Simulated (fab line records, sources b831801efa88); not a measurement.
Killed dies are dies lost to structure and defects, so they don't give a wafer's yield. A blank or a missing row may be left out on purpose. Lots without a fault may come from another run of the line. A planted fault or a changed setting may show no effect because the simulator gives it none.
Which tool did it? | flow sky130 | 13 lots, 39 wafers sampled, at 4 steps of a route of 708

WHAT THE GAUGES READ, wafer by wafer
SKY_SONOS_ONO_OVL_MEAS_14.
lot  | measured     | on         | SONOS_ONO_OVL (nm)
L459 | day 12 08:19 | overlay-01 | -0.3 0.7 -0.2
L460 | day 12 16:43 | overlay-02 | 0.8 -0.4 -1.0
L461 | day 12 18:18 | overlay-01 | -1.6 -1.4 0.7
L462 | day 13 10:19 | overlay-01 | 1.6 0.3 0.8
L463 | day 13 18:52 | overlay-01 | -0.2 0.9 0.4
L464 | day 14 04:46 | overlay-01 | -3.2 0.1 -1.5
L465 | day 14 10:29 | overlay-01 | -1.9 -1.4 -0.8
L466 | day 14 18:28 | overlay-01 | 2.3 2.3 1.6
L467 | day 14 21:56 | overlay-01 | 2.8 0.5 1.9
L468 | day 15 09:37 | overlay-02 | -0.3 1.2 0.6
L477 | day 19 12:54 | overlay-01 | 1.2 1.7 -0.3
L478 | day 19 17:06 | overlay-01 | 3.2 0.4 1.2
L481 | day 20 11:04 | overlay-01 | 1.4 1.9 -0.3

SKY_LDD_HVN_OVL_MEAS_07.
lot  | measured     | on         | LDD_HVN_OVL (nm)
L459 | day 19 19:17 | overlay-01 | -0.7 -0.3 2.5
L460 | day 20 06:28 | overlay-01 | 0.8 0.7 0.0
L461 | day 20 04:57 | overlay-02 | 0.0 -1.1 -1.4
L462 | day 21 03:35 | overlay-01 | 2.1 0.0 1.0
L463 | day 21 13:04 | overlay-01 | 0.4 0.5 2.0
L464 | day 22 04:01 | overlay-02 | 1.1 0.5 0.0
L465 | day 22 06:40 | overlay-02 | 1.1 3.2 2.4
L466 | day 22 19:46 | overlay-02 | 1.4 -2.7 -2.0
L467 | day 22 19:55 | overlay-01 | -0.3 0.5 0.1
L468 | day 23 10:58 | overlay-01 | 3.1 -2.2 3.7
L477 | day 27 10:50 | overlay-02 | -1.3 -0.6 -0.2
L478 | day 27 13:53 | overlay-02 | 0.1 0.4 0.2
L481 | day 28 06:25 | overlay-02 | 0.7 2.7 -0.5

WHICH TOOL RAN EACH LOT (tool, then ch and the chambers of the sampled wafers, then the start)
lot  | SKY_POLY_GATE_STRIP_18               | SKY_LDD_N_IMPLANT_15
L459 | plasma_asher-04 ch 0,1, day 15 22:47 | implanter-01 ch 0, day 17 06:24
L460 | plasma_asher-03 ch 0,1, day 16 07:53 | implanter-01 ch 0, day 17 17:14
L461 | plasma_asher-03 ch 0,1, day 16 09:50 | implanter-04 ch 0, day 17 16:54
L462 | plasma_asher-01 ch 0,1, day 17 03:26 | implanter-04 ch 0, day 18 13:05
L463 | plasma_asher-01 ch 0,1, day 17 14:20 | implanter-03 ch 0, day 18 22:35
L464 | plasma_asher-03 ch 0,1, day 18 02:38 | implanter-01 ch 0, day 19 13:33
L465 | plasma_asher-03 ch 0,1, day 18 06:26 | implanter-01 ch 0, day 19 16:57
L466 | plasma_asher-01 ch 0,1, day 18 17:26 | implanter-03 ch 0, day 20 06:20
L467 | plasma_asher-04 ch 0,1, day 18 20:29 | implanter-01 ch 0, day 20 06:39
L468 | plasma_asher-04 ch 0,1, day 19 11:44 | implanter-03 ch 0, day 20 20:58
L477 | plasma_asher-04 ch 0,1, day 23 16:13 | implanter-03 ch 0, day 24 23:48
L478 | plasma_asher-04 ch 0,1, day 23 18:34 | implanter-03 ch 0, day 25 03:08
L481 | plasma_asher-04 ch 0,1, day 24 13:01 | implanter-04 ch 0, day 25 20:29
- SKY_POLY_GATE_STRIP_18: strips in O2/N2.
- SKY_LDD_N_IMPLANT_15

WHAT THE TOOLS THEMSELVES READ (means of the sampled wafers that have a number; where no wafer has one, the mark that the record gives instead)
SKY_POLY_GATE_STRIP_18.
lot  | tool            | drypump_motor_current_A (A) | oes_product_au (a.u.) | strip_time_to_endpoint_s (s)
L459 | plasma_asher-04 | 5.3                         | 0.357                 | 3.10
L460 | plasma_asher-03 | 5.5                         | 0.362                 | 3.21
L461 | plasma_asher-03 | 5.8                         | 0.364                 | 3.18
L462 | plasma_asher-01 | 6.4                         | 0.363                 | 3.23
L463 | plasma_asher-01 | 6.0                         | 0.359                 | 3.15
L464 | plasma_asher-03 | 5.8                         | 0.356                 | 3.10
L465 | plasma_asher-03 | 5.8                         | 0.362                 | 3.15
L466 | plasma_asher-01 | 6.4                         | 0.362                 | 3.10
L467 | plasma_asher-04 | 5.4                         | 0.360                 | 3.17
L468 | plasma_asher-04 | 5.4                         | 0.357                 | 3.14
L477 | plasma_asher-04 | 5.3                         | 0.364                 | 3.16
L478 | plasma_asher-04 | 5.3                         | 0.353                 | 3.12
L481 | plasma_asher-04 | 5.3                         | 0.365                 | 3.21

SKY_LDD_N_IMPLANT_15.
lot  | tool         | beam_on_s (s) | dose_ions_cm2 | faraday_current_uA | rotation_deg (degrees)
L459 | implanter-01 | 9.81          | 5.001e+12     | 28.8               | 269.99
L460 | implanter-01 | 10.11         | 5.004e+12     | 27.9               | 269.99
L461 | implanter-04 | 9.82          | 4.995e+12     | 28.7               | 269.99
L462 | implanter-04 | 10.03         | 5.002e+12     | 28.1               | 270.02
L463 | implanter-03 | 10.08         | 5.002e+12     | 28.0               | 269.96
L464 | implanter-01 | 10.21         | 4.998e+12     | 27.5               | 270.00
L465 | implanter-01 | 10.14         | 4.996e+12     | 27.8               | 269.98
L466 | implanter-03 | 9.97          | 4.996e+12     | 28.4               | 270.03
L467 | implanter-01 | 9.85          | 4.996e+12     | 28.6               | 269.95
L468 | implanter-03 | 10.09         | 4.998e+12     | 28.0               | 270.02
L477 | implanter-03 | 10.11         | 8.716e+12     | 48.8               | 269.97
L478 | implanter-03 | 10.06         | 8.722e+12     | 48.9               | 270.01
L481 | implanter-04 | 9.92          | 5.003e+12     | 28.4               | 270.04

THE ANSWER, worked out from the rows above alone
Rule: what is usual is taken from the lots themselves. Put in order of their means at a reading, lots are off if they are a third of the lots or fewer, leave a main group of 4 or more, and stand apart from it by a gap of 3 or more times the standard deviation of the main group's means; of several such gaps the widest counts. A main group whose means are all the same, to the digits that the tables above print for the reading, isn't used. A lot without any number at a reading at which 4 lots or more have one is off too. The other lots that the step has rows for count as sound. The gauges are gone through in route order, then the tools' own readings, and for those a lot's mean is taken as printed above. The first step at which some lot is off is used, and at that step the reading that is off furthest; a lot without a number counts as furthest.
Off: L477, L478, at SKY_LDD_N_IMPLANT_15 (dose_ions_cm2). The main group: mean 4.999e+12, standard deviation 3.1e+09.
A tool fits if, at that step or a process step before it, it ran every lot that is off, and no sound lot after the first of them. One fits: implanter-03 at SKY_LDD_N_IMPLANT_15. Its last sound lot is L468 (day 20 20:58), its first lot that is off L477 (day 24 23:48): a fault that began between those two fits.
The tool's own readings at SKY_LDD_N_IMPLANT_15 bear it out: on the lots that are off they differ by more than 5 times the standard deviation of the sound lots' means. dose_ions_cm2 reads 8.719e+12 there against 4.999e+12 on the sound lots; faraday_current_uA reads 48.8 there against 28.2 on the sound lots.

WHAT THE SIMULATOR HAD PUT IN
Process parameter drift: implanter-03, from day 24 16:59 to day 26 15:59, at SKY_LDD_N_IMPLANT_15. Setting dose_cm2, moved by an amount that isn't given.
Lots struck among those shown: L477, L478. The rule above found the same.
